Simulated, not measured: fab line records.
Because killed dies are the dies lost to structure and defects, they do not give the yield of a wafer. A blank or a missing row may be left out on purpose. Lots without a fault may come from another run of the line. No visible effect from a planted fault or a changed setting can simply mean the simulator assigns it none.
The tool behind it: which one? ; flow gf180mcu ; Sampling: 13 lots, 39 wafers, 4 of 602 route steps

== WHAT THE GAUGES READ, wafer by wafer ==
GF_M4_THK_MEAS_06: measures by xrf.
lot;measured;on;M4_ALCU_THK (nm)
L685;day 22 14:13;filmMetro-03;458 450 454
L687;day 23 12:36;filmMetro-01;456 458 457
L689;day 23 19:50;filmMetro-03;456 463 462
L692;day 25 00:40;filmMetro-01;457 460 457
L693;day 25 07:52;filmMetro-04;451 460 456
L694;day 25 18:52;filmMetro-04;467 467 470
L695;day 26 05:03;filmMetro-01;454 457 455
L696;day 26 11:00;filmMetro-04;446 453 455
L700;day 27 11:26;filmMetro-01;456 456 459
L703;day 28 07:02;filmMetro-03;455 460 455
L706;day 29 09:19;filmMetro-03;463 456 454
L707;day 29 14:59;filmMetro-01;459 454 461
L708;day 29 16:27;filmMetro-03;449 447 450

GF_V4_CD_MEAS_14: target cd 260 nm.
lot;measured;on;cdNm (nm)
L685;day 24 11:59;cdSem-02;259.5 259.6 260.4
L687;day 25 09:17;cdSem-01;259.8 261.4 260.6
L689;day 25 17:11;cdSem-01;261.0 260.2 260.5
L692;day 26 20:14;cdSem-02;260.6 260.0 260.1
L693;day 27 02:22;cdSem-02;260.5 260.2 260.4
L694;day 27 13:29;cdSem-02;261.7 261.1 261.6
L695;day 27 23:25;cdSem-01;259.0 260.9 261.6
L696;day 28 05:10;cdSem-02;257.9 258.0 258.1
L700;day 29 03:53;cdSem-02;260.6 261.9 259.9
L703;day 29 23:04;cdSem-01;261.2 260.9 261.2
L706;day 31 00:28;cdSem-01;262.5 262.4 262.2
L707;day 31 04:43;cdSem-01;260.2 260.9 259.2
L708;day 31 05:42;cdSem-02;260.3 261.2 260.7

GF_MIM_THK_MEAS_06.
lot;measured;on;MIM_CVD_05_THK (nm)
L685;day 24 13:45;filmMetro-02;41.7 42.2 42.5
L687;day 25 11:02;filmMetro-03;41.8 42.4 42.6
L689;day 25 18:58;filmMetro-01;41.1 41.6 42.4
L692;day 26 22:18;filmMetro-02;41.5 43.0 42.5
L693;day 27 04:29;filmMetro-03;41.5 41.9 42.0
L694;day 27 15:17;filmMetro-01;42.1 42.9 42.6
L695;day 28 01:10;filmMetro-01;41.9 42.5 42.6
L696;day 28 06:58;filmMetro-02;44.7 42.5 42.3
L700;day 29 05:39;filmMetro-02;44.9 41.2 42.1
L703;day 30 00:50;filmMetro-01;41.6 42.3 43.2
L706;day 31 02:13;filmMetro-01;42.0 42.1 42.1
L707;day 31 06:28;filmMetro-03;42.0 42.3 42.4
L708;day 31 07:31;filmMetro-02;40.8 41.6 41.4

== EACH LOT AND THE TOOL THAT RAN IT (in order: tool; ch and the chambers of the sampled wafers; start) ==
lot;GF_MIM_CVD_05
L685;pecvd-02 ch 0,1,2, day 24 13:42
L687;pecvd-01 ch 0,2, day 25 10:59
L689;pecvd-01 ch 1,2, day 25 18:55
L692;pecvd-01 ch 0,1, day 26 22:16
L693;pecvd-01 ch 0,1, day 27 04:26
L694;pecvd-04 ch 0,1,2, day 27 15:15
L695;pecvd-01 ch 0,2, day 28 01:08
L696;pecvd-01 ch 1,2, day 28 06:55
L700;pecvd-01 ch 0,1,2, day 29 05:37
L703;pecvd-04 ch 0,1, day 30 00:47
L706;pecvd-04 ch 1,2, day 31 02:11
L707;pecvd-02 ch 0,1,2, day 31 06:24
L708;pecvd-02 ch 1,2, day 31 07:28
- GF_MIM_CVD_05: deposits Si3N4, target thk 42 nm, time 29.086 s.

== AS READ BY THE TOOLS THEMSELVES (means over the sampled wafers that have a number; for cases with no such wafer, the mark the record gives instead) ==
GF_MIM_CVD_05.
lot;tool;heaterPowerW (W)
L685;pecvd-02;611
L687;pecvd-01;714
L689;pecvd-01;665
L692;pecvd-01;589
L693;pecvd-01;592
L694;pecvd-04;660
L695;pecvd-01;711
L696;pecvd-01;686
L700;pecvd-01;683
L703;pecvd-04;626
L706;pecvd-04;650
L707;pecvd-02;616
L708;pecvd-02;692

== THE ANSWER, worked out from the rows above alone ==
Rule: what is usual is taken from the lots themselves. Put in order of their means at a reading, lots are off if they are a third of the lots or fewer, leave a main group of 4 or more, and stand apart from it by a gap of 3 or more times the standard deviation of the main group's means; of several such gaps the widest counts. If all means in a main group match to the digits the tables above print for the reading, that group is not used. Also off: a lot with no number at a reading for which 4 or more lots have one. All remaining lots with rows at the step are treated as sound. After the gauges, taken in route order, come the tools' own readings; for these a lot's mean is taken, as printed above. At the first step where some lot is off, the reading lying furthest off is the one used; lots without a number count as furthest.
No lot is off on any of the readings shown, so nothing can be concluded from this.

== WHAT WAS PUT IN BY THE SIMULATOR ==
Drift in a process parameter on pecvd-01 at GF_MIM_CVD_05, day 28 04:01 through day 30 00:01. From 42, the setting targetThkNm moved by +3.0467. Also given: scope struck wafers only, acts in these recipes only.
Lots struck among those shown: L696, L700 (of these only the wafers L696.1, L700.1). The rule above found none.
